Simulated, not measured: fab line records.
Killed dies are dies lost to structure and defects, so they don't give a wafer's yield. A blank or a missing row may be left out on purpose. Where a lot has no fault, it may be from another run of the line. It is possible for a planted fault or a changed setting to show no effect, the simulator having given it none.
Chamber matching -- flow sky130 -- SKY_VIA1_ETCH_14 on rieDiel-01 has 4 sister chambers
The step etches BARC in N2/H2, stops on SiO2, time 45.9 s, target depth 60 nm. 4 wafers are shown with their chamber, then 9 later ones without.

WAFERS, EACH WITH ITS CHAMBER
wafer,chamber,drypumpMotorCurrentA (A)
L078.6,3,5.8
L084.1,0,5.8
L086.1,2,5.2
L086.6,1,5.5

WAFERS WITH NO CHAMBER GIVEN
wafer,drypumpMotorCurrentA (A)
L089.2,5.5
L089.4,5.5
L089.6,5.8
L092.1,5.8
L092.3,5.9
L092.6,5.1
L094.3,5.1
L094.4,5.9
L094.6,5.9

EACH ONE'S CHAMBER
wafer,from the rows above,in truth
L089.2,1,1
L089.4,1,1
L089.6,can't be placed: 0 or 3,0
L092.1,can't be placed: 0 or 3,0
L092.3,can't be placed: 0 or 3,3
L092.6,2,2
L094.3,2,2
L094.4,can't be placed: 0 or 3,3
L094.6,can't be placed: 0 or 3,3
4 of 9 placed correctly. Not placeable from these rows: 5 (in 5, the candidates include the true chamber). Number placed wrongly: 0.
How it was worked out, from the rows above alone: a wafer's distance from a chamber is the root of the sum, over the readings, of the square of ((its reading less the chamber's mean) divided by the reading's scatter). If the next closest chamber is less than 2 further off than the closest, the wafer can't be placed; otherwise it belongs to the closest. For every chamber, the mean is computed from those of its wafers that are shown. The scatter: root of mean squared gap, hidden wafer to nearest shown wafer, with one shown wafer a chamber.
